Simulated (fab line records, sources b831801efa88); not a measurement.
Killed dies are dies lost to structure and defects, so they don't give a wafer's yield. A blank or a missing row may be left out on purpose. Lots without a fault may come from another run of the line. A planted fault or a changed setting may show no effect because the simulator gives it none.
A struck lot beside a sound one | flow sky130 | 35 steps out of a route of 708
Sound: wafers L982.3, L982.4, L982.6. Struck: wafer L985.5. (L985.1, L985.6 of the same lot were not struck and are left out.) The cause comes at the end.
At each step with rows: each side's tool, then ch and its chambers, then its first start. Under that, the readings that differ: sound wafers | struck wafers | difference of the means | sigmas: that difference in standard deviations of wafers without a fault.
alike: readings whose means differ by less than 2 such deviations, and words and numbers that are the same on both sides. not compared: withheld readings, readings that some wafer has no value for, bounds like >300 that may hide the same value, and numbers for which the record gives no deviation and whose values overlap.
The two part at a step that has a row with sigmas, a row that says differs or no value, or rows on one side only. Numbers that don't overlap but have no deviation are shown without sigmas and don't part them. A reading that every wafer of one side lacks parts them only if that side has two wafers or more.

first, 9 steps without rows for these wafers: SKY_METAL2_DEVELOP_14 (develop time 60 s); SKY_METAL2_DESCUM_17 (chemistry O2, time 8 s); SKY_METAL2_ETCH_18 (etches BARC in N2/H2, stops on SiO2, time 45.9 s, target depth 60 nm); SKY_METAL2_METAL_ETCH_19 (etches the open film in Cl2/BCl3, stops on SiO2, target depth 360 nm, time 78 s); SKY_METAL2_STRIP_20 (strips in O2/N2); SKY_METAL2_STRIP_21 (strips in post etch residue remover, time 1200 s); SKY_METAL2_CLEAN_22 (cleans in IPA, time 180 s); SKY_METAL2_CLEAN_23 (cleans in O3/DIW); SKY_VIA2_HDPCVD_00 (deposits SiO2, target thk 1180 nm, time 196.7 s).
SKY_VIA2_CMP_02: polishes SiO2.
  sound on cmp-01 ch 0,2, day 39 00:11; struck on cmp-01 ch 0, day 40 13:16
  reading                                  | sound             | struck | difference | sigmas
  model.SiO2_of_VIA2_HDPCVD_00.thk_nm (nm) | 494.2 496.8 496.1 | 617.8  | +122.1     |
  alike: motor_current_A
then, 9 steps without rows for these wafers: SKY_VIA2_DEHYDRATE_04 (time 60 s); SKY_VIA2_HMDS_05 (prime time 60 s); SKY_VIA2_COAT_06 (resist thk 60 nm); SKY_VIA2_COAT_07 (resist thk 450 nm); SKY_VIA2_SOFTBAKE_08 (time 90 s); SKY_VIA2_EXPOSE_09 (exposes mask VIM2, target cd 200 nm); SKY_VIA2_PEB_10; SKY_VIA2_DEVELOP_11 (develop time 60 s); SKY_VIA2_ETCH_14 (etches BARC in N2/H2, stops on SiO2, time 45.9 s, target depth 60 nm).
SKY_VIA2_ETCH_15: etches SiO2 in C4F8/O2/Ar, stops on TiN, target depth 546 nm, time 84 s.
  sound on rie_diel-04 ch 0,2, day 40 01:44; struck on rie_diel-01 ch 1, day 41 14:47
  reading                          | sound             | struck | difference | sigmas
  oes_product_au (a.u.)            | 0.933 0.945 0.945 | 1.016  | +0.075     | +17
  model.etch.depth_nm (nm)         | 494.2 496.8 496.1 | 554.4  | +58.7      |
  model.VIA2.feature_depth_nm (nm) | 494.2 496.8 496.1 | 554.4  | +58.7      |
then, 13 steps without rows for these wafers: SKY_VIA2_STRIP_16 (strips in O2/N2); SKY_VIA2_STRIP_17 (strips in post etch residue remover, time 1200 s); SKY_VIA2_CLEAN_18 (cleans in IPA, time 180 s); SKY_VIA2_CLEAN_19 (cleans in O3/DIW); SKY_VIA2_SPUTTER_20 (material TiN, target thk 20 nm, time 80 s); SKY_VIA2_CVD_21 (deposits W, target thk 420 nm, time 126.4 s); SKY_VIA2_CMP_24 (polishes, stops on SiO2, t overpolish 20 s, target thk 0 nm); SKY_METAL3_SPUTTER_00 (material Ti, target thk 15 nm, time 10 s); SKY_METAL3_SPUTTER_01 (material TiN, target thk 20 nm, time 16.7 s); SKY_METAL3_SPUTTER_02 (material AlCu, target thk 735 nm, time 39.1 s); SKY_METAL3_SPUTTER_03 (material Ti, target thk 5 nm, time 3.3 s); SKY_METAL3_SPUTTER_04 (material TiN, target thk 70 nm, time 58.3 s); SKY_CAPM_CVD_00 (deposits SiO2, target thk 15.5 nm).
-- the record jumps here: 2 days lie between the struck wafers' starts before and after (it left off in module CAPM and takes up again in module METAL3, whose first step shown is number 532 of the route) --
SKY_METAL3_METAL_ETCH_18: etches the open film in Cl2/BCl3, stops on SiO2, target depth 845 nm, time 183.1 s.
  sound on rie_metal-01 ch 0,1, day 42 05:35; struck on rie_metal-02 ch 1, day 43 15:58
  reading                                  | sound             | struck | difference | sigmas
  model.SiO2_of_VIA2_HDPCVD_00.thk_nm (nm) | 464.9 467.2 466.9 | 586.4  | +120.1     |
  alike: drypump_motor_current_A, oes_product_au, throttle_valve_pct
  not compared: rf_hours_counter_h
-- the record jumps here: 6 days lie between the struck wafers' starts before and after (it left off in module METAL3 and takes up again in module PAD_OPEN, whose first step shown is number 708 of the route) --
SKY_PAD_OPEN_PROBE_99:
  sound on prober-02, day 48 18:14; struck on prober-01, day 49 19:33
  reading                                | sound             | struck | difference | sigmas
  killed_at_M0_to_M3                     | 46 55 44          | 33     | -15        | -2
  model.etest.tester.sort_n_pass         | 409 402 410       | 0      | -407       |
  model.etest.tester.sort_bin_5_pct (%)  | 9.553 11.38 9.756 | 91.87  | +81.64     |
  model.etest.tester.sort_yield_pct (%)  | 83.13 81.71 83.33 | 0      | -83        |
  model.etest.res_pdiff.open             | 0 0 0             | 1      | +1         |
  model.etest.field_p.open               | 0 0 0             | 1      | +1         |
  model.etest.cap_li_to_poly.open        | 0 0 0             | 1      | +1         |
  model.etest.res_pwell_under_gate.open  | 0 0 0             | 1      | +1         |
  model.etest.sram_nfet_pass.under_floor | 0 0 0             | 1      | +1         |
  alike: defect_limited_yield, killed_at_M4_up, killed_at_contacts, killed_at_front_end, killed_at_other, killed_dies, killed_open, killed_short

WHERE THEY PART
First at SKY_VIA2_ETCH_15; last, within this record, at SKY_PAD_OPEN_PROBE_99.

WHY: what the simulator had put in
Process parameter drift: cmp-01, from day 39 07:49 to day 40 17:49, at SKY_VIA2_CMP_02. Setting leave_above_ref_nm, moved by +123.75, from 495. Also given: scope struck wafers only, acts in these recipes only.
